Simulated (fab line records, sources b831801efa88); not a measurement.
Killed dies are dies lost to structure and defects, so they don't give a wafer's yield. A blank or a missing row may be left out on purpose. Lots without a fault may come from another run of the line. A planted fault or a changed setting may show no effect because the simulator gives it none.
fab line records | flow sky130
record lots=6 wafers=18 last_day=50
route steps=708 shown LI_CONTACT@371 LOCAL_INTERCONNECT@387 PAD_OPEN@708
lots that met no fault: from a run of the same line without faults
start_h: hours from the record's first day to the start of the lot's first wafer shown | wait_h: hours since the lot's step before | " the same as in the row above | L1.1+2: a row that stands for several wafers | - no value, or no start given | * or withheld: withheld | < > ~ a bound
route shown NAME@n: a module of which the file shows steps, and the number in the route of the first | usual: mean/standard deviation of fault-free wafers | same: alike in all rows | chamber/n: place in a boat | sites: the reading at each site | _std_site: their standard deviation | _edge_site: outer sites' mean less inner sites' | radius_mm: how far each site lies from the wafer's centre | mask NAME#n: copy n | behind: the tool/chamber that last shaped the wafer | hold: why the lot was held/for how many hours/how that ended | device: the transistor (n, p or np) that didn't switch | end of line: the same wafers' tests at the end of the route | a step without rows: its recipe alone | killed: dies lost to structure and defects at the first sort, not the wafer's yield | map: a wafer's dies, x killed, . not, _ none there
set.NAME: the setting as run; set.NAME@STEP: as run at that earlier step | model.NAME: the simulator's own value behind a step, which no gauge read
lots at some steps of the route; a table a step, a row a wafer
services: from which hour (start_h, from the record's first day; less than 0 if before it) a tool's chamber was out of use, for how many hours, and why
## steps
# step SKY_LI_CONTACT_EXPOSE_09
# recipe mask_id=LICM1 na=0.8 source_shape=annular sigma_inner=0.55 sigma_outer=0.85 target_cd_nm=170 dose_mj=38
# step SKY_LI_CONTACT_PEB_10
# recipe peb_temp_c=withheld peb_time_s=withheld resist=KrF-thick
# step SKY_LI_CONTACT_DEVELOP_11
# recipe develop_time_s=60 resist=KrF-thick dev_temp_c=21
# step SKY_LI_CONTACT_CD_MEAS_12
# recipe target_cd_nm=170
# usual cd_nm=169.8/1.3
# columns lot.wafer tool chamber start_h wait_h cd_nm
L666.3 cd_sem-01 - 683.70 - 169.7
L666.4 " - " " 169.6
L666.5 " - " " 168.7
L667.1 cd_sem-01 - 701.28 - 171.1
L667.2 " - " " 170.8
L667.6 " - " " 169.8
L679.2 cd_sem-01 - 786.73 - 169.1
L679.3 " - " " 170.0
L679.5 " - " " 169.6
L680.2 cd_sem-01 - 791.00 - 171.8
L680.5 " - " " 170.7
L680.6 " - " " 169.1
L681.3 cd_sem-01 - 801.50 - 170.1
L681.4 " - " " 171.2
L681.6 " - " " 171.0
L688.2 cd_sem-02 - 851.40 - 168.7
L688.4 " - " " 167.6
L688.5 " - " " 168.4
# step SKY_LI_CONTACT_OVL_MEAS_13
# usual LI_CONTACT_OVL=0/5.8
# columns lot.wafer tool chamber start_h wait_h LI_CONTACT_OVL[nm]
L666.3 overlay-02 - 683.79 0.1 3
L666.4 " - " " 5
L666.5 " - " " 2
L667.1 overlay-02 - 701.40 0.1 0
L667.2 " - " " 11
L667.6 " - " " 3
L679.2 overlay-01 - 786.83 0.1 -3
L679.3 " - " " 2
L679.5 " - " " -3
L680.2 overlay-02 - 791.10 0.1 -9
L680.5 " - " " -1
L680.6 " - " " -6
L681.3 overlay-01 - 801.59 0.1 -4
L681.4 " - " " -2
L681.6 " - " " -2
L688.2 overlay-02 - 851.50 0.1 6
L688.4 " - " " 2
L688.5 " - " " 5
# step SKY_LI_CONTACT_ETCH_14
# recipe chemistry=N2/H2 target=BARC ion_energy_ev=200 source_w=500 bias_w=100 pressure_mtorr=30 n2_flow_sccm=100 h2_flow_sccm=200 stop_on=SiO2 time_s=45.9 target_depth_a=600
# usual drypump_motor_current_A=5.4/0.53 oes_product_au=0.855/0.0048 throttle_valve_pct=13.224/0.0085
# columns lot.wafer tool chamber start_h wait_h drypump_motor_current_A oes_product_au rf_hours_counter_h throttle_valve_pct
L666.3 rie_diel-03 2 683.81 0.0 4.8 0.859 21 13.213
L666.4 " 3 " " 4.7 0.857 - 13.233
L666.5 " 1 " " 6.2 0.852 - 13.213
L667.1 rie_diel-01 3 701.43 0.0 5.2 0.850 2 13.225
L667.2 " 1 " " 5.6 0.848 33 13.230
L667.6 " 0 " " 5.1 0.861 - 13.231
L679.2 rie_diel-01 3 786.86 0.0 5.2 0.863 4 13.225
L679.3 " 0 " " 5.1 0.861 - 13.214
L679.5 " 0 " " 5.1 0.858 - 13.220
L680.2 rie_diel-03 0 791.13 0.0 5.2 0.861 3 13.236
L680.5 " 0 " " 5.2 0.862 - 13.223
L680.6 " 1 " " 6.2 0.859 - 13.220
L681.3 rie_diel-03 3 801.61 0.0 4.7 0.858 12 13.225
L681.4 " 0 " " 5.2 0.853 3 13.224
L681.6 " 2 " " 4.8 0.853 - 13.217
L688.2 rie_diel-04 2 851.53 0.0 5.4 0.857 19 13.236
L688.4 " 2 " " 5.4 0.851 - 13.213
L688.5 " 0 " " 6.0 0.853 - 13.227
# step SKY_LI_CONTACT_ETCH_15
# recipe target=PSG chemistry=C4F8/O2/Ar stop_on=Si taper_deg=4.15 mask_material=KrF-thick source_w=1500 bias_w=1200 pressure_mtorr=40 c4f8_flow_sccm=withheld O2_flow_sccm=6 Ar_flow_sccm=300 time_s=withheld target_depth_a=6000
# usual oes_product_au=0.837/0.0048
# columns lot.wafer tool chamber start_h wait_h oes_product_au
L666.3 rie_diel-03 2 683.86 0.0 0.838
L666.4 " 3 " " 0.837
L666.5 " 1 " " 0.838
L667.1 rie_diel-01 3 701.47 0.0 0.838
L667.2 " 1 " " 0.845
L667.6 " 0 " " 0.838
L679.2 rie_diel-01 3 786.93 0.0 0.839
L679.3 " 0 " " 0.841
L679.5 " 0 " " 0.834
L680.2 rie_diel-03 0 791.17 0.0 0.837
L680.5 " 0 " " 0.842
L680.6 " 1 " " 0.841
L681.3 rie_diel-03 3 801.66 0.0 0.837
L681.4 " 0 " " 0.843
L681.6 " 2 " " 0.837
L688.2 rie_diel-04 2 851.57 0.0 0.837
L688.4 " 2 " " 0.836
L688.5 " 0 " " 0.831
# step SKY_LI_CONTACT_STRIP_16
# recipe chemistry=O2/N2 power_w=1400 pressure_mtorr=1500 platen_temp_c=withheld o2_flow_sccm=3000 n2_flow_sccm=300 overash_fraction=0.5
# usual drypump_motor_current_A=5.92/0.28 oes_product_au=0.375/0.0055 strip_time_to_endpoint_s=3.48/0.05
# columns lot.wafer tool chamber start_h wait_h drypump_motor_current_A oes_product_au rf_hours_counter_h strip_time_to_endpoint_s
L666.3 plasma_asher-04 1 683.97 - 5.68 0.363 - 3.53
L666.4 " 0 " " 6.07 0.376 - 3.44
L666.5 " 0 " " 6.08 0.371 - 3.50
L667.1 plasma_asher-04 0 701.56 - 6.09 0.371 59 3.49
L667.2 " 1 " " 5.65 0.370 59 3.48
L667.6 " 1 " " 5.65 0.371 - 3.53
L679.2 plasma_asher-04 1 787.06 - 5.65 0.381 68 3.48
L679.3 " 1 " " 5.65 0.388 - 3.55
L679.5 " 1 " " 5.66 0.370 - 3.52
L680.2 plasma_asher-04 0 791.26 - 6.07 0.374 69 3.54
L680.5 " 0 " " 6.07 0.372 - 3.48
L680.6 " 1 " " 5.66 0.370 - 3.42
L681.3 plasma_asher-03 0 801.78 - 6.17 0.375 - 3.44
L681.4 " 1 " " 5.49 0.381 - 3.54
L681.6 " 0 " " 6.15 0.375 - 3.53
L688.2 plasma_asher-01 1 851.66 - 6.24 0.371 95 3.54
L688.4 " 0 " " 6.11 0.374 - 3.51
L688.5 " 0 " " 6.10 0.368 - 3.46
# step SKY_LI_CONTACT_CLEAN_17
# recipe chemistry=NMP time_s=600 temp_c=60 dry=n2_spin
# step SKY_LI_CONTACT_PRE_CLEAN_18
# recipe gas=Ar time_s=5.6 bias_v=358
# step SKY_LI_CONTACT_SPUTTER_19
# recipe material=Ti target_thk_nm=20 chamber_pressure_pa=5 power_w=2500 substrate_temp_c=200 time_s=106.37
# usual chamber_pressure_pa=5.001/0.0096 throttle_valve_pct=30.2/0.75
# columns lot.wafer tool chamber start_h wait_h chamber_pressure_pa throttle_valve_pct
L666.3 pvd_sputter-04 - 684.24 0.0 4.991 30.7
L666.4 " - " " 4.999 31.3
L666.5 " - " " 4.989 30.8
L667.1 pvd_sputter-02 - 701.85 0.0 5.014 28.6
L667.2 " - " " 5.007 28.9
L667.6 " - " " 5.003 29.9
L679.2 pvd_sputter-04 - 787.35 0.0 5.002 30.9
L679.3 " - " " 4.984 30.0
L679.5 " - " " 4.992 30.8
L680.2 pvd_sputter-04 - 791.55 0.0 5.006 30.8
L680.5 " - " " 5.003 31.0
L680.6 " - " " 5.006 30.8
L681.3 pvd_sputter-04 - 802.04 0.0 5.002 31.1
L681.4 " - " " 5.004 31.1
L681.6 " - " " 5.009 31.0
L688.2 pvd_sputter-04 - 851.96 0.0 5.012 30.0
L688.4 " - " " 5.015 31.0
L688.5 " - " " 5.018 30.8
# step SKY_LI_CONTACT_SPUTTER_20
# recipe material=TiN target_thk_nm=20 chamber_pressure_pa=5 power_w=4000 time_s=80
# step SKY_LI_CONTACT_CVD_21
# recipe material=W target_thk_nm=400 time_s=120.56 temp_c=400 pressure_torr=40
# usual heater_power_w=878/120
# columns lot.wafer tool chamber start_h wait_h heater_power_w model.W_of_LI_CONTACT_CVD_21.thk_nm
L666.3 cvd_w-01 0 684.41 0.1 738 410.2
L666.4 " 1 " " 1000 415.9
L666.5 " 0 " " 749 406.4
L667.1 cvd_w-02 1 701.99 0.0 780 407.2
L667.2 " 0 " " 924 397.1
L667.6 " 1 " " 802 404.8
L679.2 cvd_w-02 1 787.49 0.0 785 544
L679.3 " 0 " " 960 398.8
L679.5 " 0 " " 915 397.3
L680.2 cvd_w-02 0 791.69 0.0 979 530
L680.5 " 1 " " 780 406.6
L680.6 " 0 " " 949 397.4
L681.3 cvd_w-01 1 802.22 0.1 1035 415.4
L681.4 " 0 " " 750 408.9
L681.6 " 0 " " 777 410.1
L688.2 cvd_w-01 1 852.09 0.0 1046 417.3
L688.4 " 1 " " 1052 425
L688.5 " 1 " " 1023 416.3
# step SKY_LI_CONTACT_RS_MEAS_22
# recipe thk_meas_gauge=four-point-probe reads=W_of_LI_CONTACT_CVD_21+TiN_of_LI_CONTACT_SPUTTER_20+Ti_of_LI_CONTACT_SPUTTER_19
# usual LI_CONTACT_W_RS=0.279/0.0056
# columns lot.wafer tool chamber start_h wait_h hold LI_CONTACT_W_RS[ohm/sq]
L666.3 film_metro-03 - 684.54 0.1 - 0.277
L666.4 " - " " - 0.274
L666.5 " - " " - 0.279
L667.1 film_metro-02 - 702.12 0.1 - 0.280
L667.2 " - " " - 0.287
L667.6 " - " " - 0.282
L679.2 film_metro-02 - 787.63 0.1 await_dispo/0.2h/release 0.209
L679.3 " - " " await_dispo/0.2h/release 0.286
L679.5 " - " " await_dispo/0.2h/release 0.287
L679.2 film_metro-02 - 787.92 0.3 - 0.210
L679.3 " - " " - 0.285
L679.5 " - " " - 0.287
L680.2 film_metro-03 - 791.84 0.1 await_dispo/0.2h/release 0.215
L680.5 " - " " await_dispo/0.2h/release 0.280
L680.6 " - " " await_dispo/0.2h/release 0.287
L680.2 film_metro-03 - 792.12 0.3 - 0.215
L680.5 " - " " - 0.280
L680.6 " - " " - 0.287
L681.3 film_metro-02 - 802.34 0.1 - 0.274
L681.4 " - " " - 0.278
L681.6 " - " " - 0.278
L688.2 film_metro-03 - 852.24 0.1 - 0.273
L688.4 " - " " - 0.268
L688.5 " - " " - 0.273
# step SKY_LI_CONTACT_THK_MEAS_23
# recipe thk_meas_gauge=xrf reads=W_of_LI_CONTACT_CVD_21
# usual LI_CONTACT_W_THK=420/8.7
# columns lot.wafer tool chamber start_h wait_h hold LI_CONTACT_W_THK[nm]
L666.3 film_metro-03 - 684.64 0.1 - 424
L666.4 " - " " - 431
L666.5 " - " " - 421
L667.1 film_metro-02 - 702.24 0.1 - 418
L667.2 " - " " - 409
L667.6 " - " " - 417
L679.2 film_metro-02 - 789.18 1.2 await_dispo/0.2h/release 569
L679.3 " - " " await_dispo/0.2h/release 411
L679.5 " - " " await_dispo/0.2h/release 407
L679.2 film_metro-02 - 789.41 0.2 - -
L679.3 " - " " - 409
L679.5 " - " " - 410
L680.2 film_metro-03 - 794.81 2.7 await_dispo/0.2h/release 550
L680.5 " - " " await_dispo/0.2h/release 415
L680.6 " - " " await_dispo/0.2h/release 408
L680.2 film_metro-03 - 795.03 0.2 - 546
L680.5 " - " " - 413
L680.6 " - " " - 407
L681.3 film_metro-02 - 802.44 0.1 - 420
L681.4 " - " " - 412
L681.6 " - " " - 418
L688.2 film_metro-03 - 852.35 0.1 - 431
L688.4 " - " " - 439
L688.5 " - " " - 428
# step SKY_LI_CONTACT_CMP_24
# recipe stop_on=PSG t_overpolish_s=20 down_force_psi=3.5 platen_rpm=60 target_thk_nm=0 pad_velocity_m_s=0.94248
# usual motor_current_A=11.2/0.9 platen_rpm=60.00/0.04 time_to_endpoint_s=97/4
# columns lot.wafer tool chamber start_h wait_h hold motor_current_A platen_rpm time_to_endpoint_s
L666.3 cmp-01 0 684.68 0.0 - 10.6 59.99 100
L666.4 " 2 " " - 11.9 59.94 103
L666.5 " 1 " " - 11.2 60.03 92
L667.2 cmp-02 2 702.35 0.1 - 11.3 59.98 96
L667.1 " 0 " " - 10.8 60.02 97
L667.6 " 2 " " - 12.4 60.02 99
L679.3 cmp-02 0 791.13 1.7 await_dispo/1.7h/release 11.1 59.97 99
L679.2 " 3 " " await_dispo/1.7h/release 10.7 60.09 134
L679.5 " 1 " " await_dispo/1.7h/release 9.9 60.04 102
L680.2 cmp-02 3 799.70 4.7 await_dispo/4.5h/release 11.5 60.00 126
L680.5 " 0 " " await_dispo/4.5h/release 11.5 59.97 93
L680.6 " 1 " " await_dispo/4.5h/release 9.2 59.99 96
L681.3 cmp-01 3 802.53 0.1 - 11.7 60.02 99
L681.4 " 0 " " - 11.1 59.96 101
L681.6 " 3 " " - 11.6 59.99 98
L688.4 cmp-02 0 852.45 0.1 - 11.3 60.00 98
L688.2 " 2 " " - 12.5 60.08 99
L688.5 " 0 " " - 11.5 59.98 97
# step SKY_LOCAL_INTERCONNECT_SPUTTER_00
# recipe material=TiN target_thk_nm=100 temp_c=300 power_w=6500 time_s=83.3 chamber_pressure_pa=0.4
# usual chamber_pressure_pa=0.4001/0.00085 throttle_valve_pct=29.6/0.71
# columns lot.wafer tool chamber start_h wait_h chamber_pressure_pa throttle_valve_pct
L666.3 pvd_sputter-02 - 684.98 0.2 0.4002 29.5
L666.4 " - " " 0.3998 29.8
L666.5 " - " " 0.3995 28.4
L667.1 pvd_sputter-01 - 702.60 0.1 0.3995 29.1
L667.2 " - " " 0.3998 28.8
L667.6 " - " " 0.4002 29.2
L679.2 pvd_sputter-01 - 791.43 0.1 0.4007 30.6
L679.3 " - " " 0.4001 28.6
L679.5 " - " " 0.4005 30.9
L680.2 pvd_sputter-01 - 799.85 0.1 0.4006 28.7
L680.5 " - " " 0.4003 30.7
L680.6 " - " " 0.3996 29.3
L681.3 pvd_sputter-03 - 802.78 0.2 0.3990 30.2
L681.4 " - " " 0.4002 29.5
L681.6 " - " " 0.4011 30.4
L688.2 pvd_sputter-03 - 852.70 0.1 0.3999 30.2
L688.4 " - " " 0.3990 30.2
L688.5 " - " " 0.3995 29.5
# step SKY_PAD_OPEN_PROBE_99
# usual killed_at_M0_to_M3=42/6.1 killed_at_M4_up=3.1/1.7 killed_at_contacts=24/5.5 killed_at_front_end=16/4.1 killed_at_other=0.3/0.57 killed_dies=86/8.2 killed_open=47/6.8 killed_short=38/5.8
# same gross_dies=492 killed_at_back_side=0
# columns lot.wafer tool chamber start_h wait_h killed_at_M0_to_M3 killed_at_M4_up killed_at_contacts killed_at_front_end killed_at_other killed_dies killed_open killed_short
L681.3 prober-02 - 1164.93 0.2 39 6 21 19 0 85 51 34
L681.4 prober-02 - 1164.98 0.2 49 4 25 18 1 97 61 35
L681.6 prober-02 - 1165.08 0.2 29 2 28 17 0 76 41 34
# killed by level:class
L681.3 VIA1:geometric_particle:open=15 LI_CONTACT:geometric_particle:open=7 CONTACT:geometric_particle:open=6 VIA3:geometric_particle:open=6 LOCAL_INTERCONNECT:geometric_particle:short=5 VIA1:geometric_particle:short=5 VIA2:geometric_particle:open=5 METAL4:geometric_particle:short=5
L681.4 VIA1:geometric_particle:open=22 CONTACT:geometric_particle:open=11 FIELD_ISO:geometric_particle:short=7 LOCAL_INTERCONNECT:geometric_particle:short=5 VIA3:geometric_particle:open=5 VIA2:geometric_particle:open=5 CONTACT:geometric_particle:short=4 FIELD_ISO:geometric_particle:open=3
L681.6 LI_CONTACT:geometric_particle:open=8 CONTACT:geometric_particle:open=7 VIA1:geometric_particle:open=6 LOCAL_INTERCONNECT:geometric_particle:short=5 POLY_GATE:geometric_particle:short=4 POLY_GATE:geometric_particle:open=4 METAL2:geometric_particle:short=4 VIA2:geometric_particle:short=4
## services
# columns tool chamber start_h hours kind
rie_diel-03 - 661.37 0.3 repair
rie_diel-01 - 663.51 2.8 pm
cvd_w-01 - 663.57 0.8 repair
rie_diel-03 0 674.23 3.0 repair
cmp-01 - 682.50 0.6 repair
rie_diel-01 2 699.38 6.4 repair
rie_diel-04 - 702.24 0.9 repair
cmp-01 - 704.61 3.4 pm
cmp-02 - 736.67 6.9 pm
rie_diel-03 2 740.72 3.3 repair
cmp-02 - 744.06 4.0 pm
cmp-02 - 749.93 3.9 repair
pvd_sputter-04 - 753.22 3.7 repair
rie_diel-01 2 753.47 30.5 repair
rie_diel-03 2 755.14 17.2 repair
pvd_sputter-03 - 771.79 1.0 repair
rie_diel-03 1 781.05 2.6 repair
pvd_sputter-02 - 781.91 27.5 repair
rie_diel-01 2 786.53 10.6 repair
cmp-01 - 822.69 1.9 repair
rie_diel-01 3 834.81 4.8 repair
pvd_sputter-01 - 840.88 25.9 repair
cvd_w-01 - 845.21 0.7 repair
plasma_asher-04 - 848.80 3.8 repair
## key
first_sign step=SKY_LI_CONTACT_RS_MEAS_22 reading=visit direction=added
effect step=SKY_LI_CONTACT_RS_MEAS_22 reading=LI_CONTACT_W_RS direction=down sigmas=12 usual=0.279 struck=0.212
effect step=SKY_LI_CONTACT_THK_MEAS_23 reading=visit direction=added
effect step=SKY_LI_CONTACT_THK_MEAS_23 reading=LI_CONTACT_W_THK direction=up sigmas=16 usual=420 struck=559
effect step=SKY_LI_CONTACT_CMP_24 reading=time_to_endpoint_s direction=up sigmas=8.2 usual=* struck=*
model_effect step=SKY_LI_CONTACT_CVD_21 value=W_of_LI_CONTACT_CVD_21.thk_nm without=401.3 struck=537
met_at SKY_LI_CONTACT_CVD_21
struck_wafers L679.2,L680.2
tester_left_out L679,L680
onset_between 701.99 787.49
fault kind=process_parameter_drift tool=cvd_w-02 chamber=- onset_h=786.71 steps=SKY_LI_CONTACT_CVD_21 channel=target_thk_nm offset=134.84 shape=step end_h=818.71 scope=struck_wafers_only acts_in=these_recipes_only stated=400
# tester_left_out: of these lots the tester's yield and bins aren't shown, on N5 and GAA mostly nor the transistor test; their killed dies are dies lost to structure and defects alone, not to doping, threshold or leakage, so they don't give the yield
